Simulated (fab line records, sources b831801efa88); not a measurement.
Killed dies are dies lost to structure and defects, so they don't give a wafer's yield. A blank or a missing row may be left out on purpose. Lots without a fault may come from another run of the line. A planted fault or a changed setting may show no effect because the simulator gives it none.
Which tool did it? | flow sky130 | 6 lots, 18 wafers sampled, at 4 steps of a route of 708

WHAT THE GAUGES READ, wafer by wafer
SKY_VIA4_BOW_MEAS_03.
lot  | measured     | on            | VIA4_BOW (um)
L961 | day 41 12:55 | film_metro-03 | 95 89 77
L972 | day 45 01:22 | film_metro-04 | 80 76 73
L975 | day 45 16:43 | film_metro-02 | 76 72 73
L977 | day 46 07:20 | film_metro-04 | 87 76 86
L982 | day 47 04:03 | film_metro-03 | 88 93 80
L984 | day 47 11:39 | film_metro-04 | 76 66 70

WHICH TOOL RAN EACH LOT (tool, then ch and the chambers of the sampled wafers, then the start)
lot  | SKY_CONTACT_CMP_27            | SKY_METAL4_SPUTTER_02        | SKY_CAP2M_STRIP_14
L961 | cmp-02 ch 0,1,3, day 31 08:46 | pvd_sputter-03, day 39 10:35 | plasma_asher-03 ch 0,1, day 40 11:00
L972 | cmp-02 ch 0,1, day 35 11:31   | pvd_sputter-02, day 43 02:49 | plasma_asher-04 ch 0,1, day 44 01:44
L975 | cmp-01 ch 2,3, day 36 09:21   | pvd_sputter-03, day 43 21:18 | plasma_asher-02 ch 0,1, day 44 18:53
L977 | cmp-01 ch 2,3, day 36 22:53   | pvd_sputter-03, day 44 10:56 | plasma_asher-03 ch 0,1, day 45 08:02
L982 | cmp-01 ch 0,1,2, day 38 01:13 | pvd_sputter-03, day 45 08:02 | plasma_asher-03 ch 0,1, day 46 05:19
L984 | cmp-01 ch 1,3, day 38 16:26   | pvd_sputter-02, day 45 17:12 | plasma_asher-03 ch 0,1, day 46 13:59
- SKY_CONTACT_CMP_27: polishes, stops on SiO2, t overpolish 15 s, target thk 0 nm.
- SKY_METAL4_SPUTTER_02: material AlCu, target thk 735 nm, time 39.1 s.
- SKY_CAP2M_STRIP_14: strips in O2/N2.

THE ANSWER, worked out from the rows above alone
Rule: what is usual is taken from the lots themselves. Put in order of their means at a reading, lots are off if they are a third of the lots or fewer, leave a main group of 4 or more, and stand apart from it by a gap of 3 or more times the standard deviation of the main group's means; of several such gaps the widest counts. A main group whose means are all the same, to the digits that the tables above print for the reading, isn't used. A lot without any number at a reading at which 4 lots or more have one is off too. The other lots that the step has rows for count as sound.
No lot is off at any reading shown: from this, nothing can be told.

WHAT THE SIMULATOR HAD PUT IN
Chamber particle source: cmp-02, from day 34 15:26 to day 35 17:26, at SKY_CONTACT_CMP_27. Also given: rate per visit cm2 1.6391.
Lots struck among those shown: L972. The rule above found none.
